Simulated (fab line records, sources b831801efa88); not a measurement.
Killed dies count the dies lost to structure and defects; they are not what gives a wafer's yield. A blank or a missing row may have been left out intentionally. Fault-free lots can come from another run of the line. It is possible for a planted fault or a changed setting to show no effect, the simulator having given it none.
Shared-tool check + flow gf180mcu + 13 lots and 39 wafers in the sample

WHY THIS WAS OPENED
GF_LVPWELL_TW_MEAS_11, reading LVPWELL_TW: flagged on 2 of 13 lots. Wafers without a fault read 563, standard deviation 7.3.
Rule: flag the lot when none of its wafers has a number, or when each of its wafers that has one lies beyond 4 standard deviations from that mean. All remaining lots are regarded as sound.

| lot  | measured    | on            | LVPWELL_TW, wafer by wafer | flag    |
|------|-------------|---------------|----------------------------|---------|
| L312 | day 3 21:12 | film-metro-04 | 566 566 567                |         |
| L314 | day 4 08:11 | film-metro-04 | 566 565 567                |         |
| L315 | day 4 16:10 | film-metro-01 | 551 552 553                |         |
| L316 | day 4 18:42 | film-metro-03 | 567 568 567                |         |
| L317 | day 5 01:56 | film-metro-01 | 554 551 554                |         |
| L318 | day 5 07:42 | film-metro-03 | 567 572 574                |         |
| L321 | day 6 00:09 | film-metro-04 | 566 566 565                |         |
| L323 | day 6 11:25 | film-metro-03 | 605 604 600                | FLAGGED |
| L326 | day 7 12:46 | film-metro-04 | 596 597 600                | FLAGGED |
| L329 | day 7 21:22 | film-metro-04 | 566 567 565                |         |
| L331 | day 8 12:28 | film-metro-01 | 554 555 553                |         |
| L332 | day 8 16:18 | film-metro-01 | 554 553 554                |         |
| L335 | day 9 07:07 | film-metro-01 | 551 551 553                |         |
Average over the flagged lots: 600; offset from the usual +37, equal to +5 standard deviations.

EACH LOT AND THE TOOL IT RAN ON
The record holds 1 process step before the reading, out of a route of 602 steps. Each cell gives the tool, then ch followed by the chambers the sampled wafers passed through, then the start.
| lot  | flag    | GF_LVPWELL_IMPLANT_09          |
|------|---------|--------------------------------|
| L312 |         | implanter-02 ch 0, day 3 20:58 |
| L314 |         | implanter-02 ch 0, day 4 07:56 |
| L315 |         | implanter-01 ch 0, day 4 15:55 |
| L316 |         | implanter-03 ch 0, day 4 18:28 |
| L317 |         | implanter-03 ch 0, day 5 01:41 |
| L318 |         | implanter-02 ch 0, day 5 07:28 |
| L321 |         | implanter-01 ch 0, day 5 23:55 |
| L323 | FLAGGED | implanter-03 ch 0, day 6 10:35 |
| L326 | FLAGGED | implanter-01 ch 0, day 7 12:13 |
| L329 |         | implanter-03 ch 0, day 7 21:05 |
| L331 |         | implanter-01 ch 0, day 8 12:14 |
| L332 |         | implanter-03 ch 0, day 8 16:04 |
| L335 |         | implanter-01 ch 0, day 9 06:52 |
What the steps here do:
- GF_LVPWELL_IMPLANT_09
- GF_LVPWELL_TW_MEAS_11

FLAGGED AGAINST TOTAL, ONE TOOL AT A TIME (gauges that did the reading follow at the end)
| step                  | tool          | lots run | flagged | share of the flagged lots | sound lots run after its first flagged lot |
|-----------------------|---------------|----------|---------|---------------------------|--------------------------------------------|
| GF_LVPWELL_IMPLANT_09 | implanter-01  | 5        | 1       | some                      | 2 (L331,L335)                              |
| GF_LVPWELL_IMPLANT_09 | implanter-02  | 3        | 0       | none                      | -                                          |
| GF_LVPWELL_IMPLANT_09 | implanter-03  | 5        | 1       | some                      | 2 (L329,L332)                              |
| GF_LVPWELL_TW_MEAS_11 | film-metro-01 | 5        | 0       | none                      | -                                          |
| GF_LVPWELL_TW_MEAS_11 | film-metro-03 | 3        | 1       | some                      | 0                                          |
| GF_LVPWELL_TW_MEAS_11 | film-metro-04 | 5        | 1       | some                      | 1 (L329)                                   |

WHAT THE TABLE PERMITS
No row of the table ran every flagged lot.

WHAT THE SIMULATOR PUT IN
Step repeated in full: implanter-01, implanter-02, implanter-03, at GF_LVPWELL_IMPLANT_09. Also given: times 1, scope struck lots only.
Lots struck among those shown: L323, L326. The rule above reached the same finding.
